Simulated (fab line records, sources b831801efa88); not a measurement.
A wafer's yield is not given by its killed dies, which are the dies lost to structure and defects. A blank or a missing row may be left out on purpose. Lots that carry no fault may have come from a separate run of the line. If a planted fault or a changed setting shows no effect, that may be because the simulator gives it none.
Code-filled problem report in 8D (eight disciplines) form / flow gf180mcu / the parts of the form that need people (team, actions taken, sign-off) are left out

== 1. WHAT IS WRONG ==
At GF_V2_CD_MEAS_14, cd_nm averages 251.6 nm over 4 wafers from 3 lots, while fault-free wafers read 260.6 nm, standard deviation 1.4. That is -6.5 standard deviations from the usual mean.
The step: target cd 260 nm.
First seen on wafer L271.1, day 24 11:51, on cd_sem-02. The record has a number at this step for 36 wafers belonging to 12 lots. By rule, "out" or "out of limits" means more than 4 standard deviations away from the usual mean. The other wafers with a number count as sound.

== 2. WHAT IT IS, WHAT IT ISN'T ==
question=which readings at this step | is=cd_nm | is not=-
question=which lots | is=L271, L272, L273 | is not=L262, L265, L266, L267, L269, L270, L274, L281, L283
question=which wafers of those lots | is=L271.1, L272.1, L272.2, L273.1 | is not=L271.3, L271.4, L272.3, L273.3, L273.6
question=read on which gauges | is=cd_sem-02 | is not=cd_sem-01
question=when | is=from day 24 11:51 | is not=up to then (20 sound wafers); but 12 sound wafers of L272, L273, L274, L281, L283 came after

== 3. SUSPECTS, AND WHAT RULES EACH OUT ==
Counting: if a tool at a process step up to the reading ran every lot that is out, it stays a suspect. Sound lots after the first of them don't rule it out here, since some wafers of a struck lot are sound.
- the gauge at GF_V2_CD_MEAS_14 has been ruled out. All the wafers that are out were read on cd_sem-02, but those of them that GF_V2_SOFTBAKE_10 has rows for are out there too, on other tools.
- litho_track-02 at GF_V2_SOFTBAKE_10 (time 60 s): kept. Every lot that is out went through it, the first being L271 (day 24 00:00); the last sound lot it ran before that was L270 (day 23 14:00). Its own heater_power_total_W, run_length_s readings are out on those wafers.
Left after counting: litho_track-02 at GF_V2_SOFTBAKE_10.

== 4. THE CAUSE (what the simulator had put in) ==
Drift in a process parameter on litho_track-02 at GF_V2_SOFTBAKE_10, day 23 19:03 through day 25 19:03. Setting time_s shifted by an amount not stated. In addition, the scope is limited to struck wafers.
This tool alone remained once counting was done.

== 5. SEQUENCE OF EFFECTS, ordered by route ==
Rows list readings where the struck wafers' mean (over those with a number) sits beyond 3 standard deviations from the usual. Only readings whose record carries a usual standard deviation are examined. hours: median over the lots of the time between each lot's start at the first step of this table that gives one and its start at this step. sigmas: the change, counted in usual standard deviations.
hours=0; step=GF_V2_SOFTBAKE_10; reading=heater_power_total_W; usual=93.05 W; on struck wafers=111.94; change=+18.89; sigmas=+99 or more
hours=0; step=GF_V2_SOFTBAKE_10; reading=run_length_s; usual=89.20 s; on struck wafers=63.08; change=-26.12; sigmas=-99 or more
hours=12; step=GF_V2_CD_MEAS_14; reading=cd_nm; usual=260.6 nm; on struck wafers=251.6; change=-9.1; sigmas=-6.5
Process steps it contains:
- GF_V2_SOFTBAKE_10: time 60 s.

== 6. HOW IT WOULD HAVE BEEN CAUGHT EARLIER ==
Counted from the fault's start at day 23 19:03, it took 17 hours until the first out-of-limits reading at a measuring or inspecting step in this record, taken at day 24 11:51.
The tool's own readings at GF_V2_SOFTBAKE_10 were out on every struck wafer that the step has a row for (heater_power_total_W, run_length_s): an alarm limit on them would have fired on the first of those.
Lots out: 3; of these, L273 started GF_V2_SOFTBAKE_10 on litho_track-02 after day 24 11:51. A tool hold placed at that time would have kept it from harm.
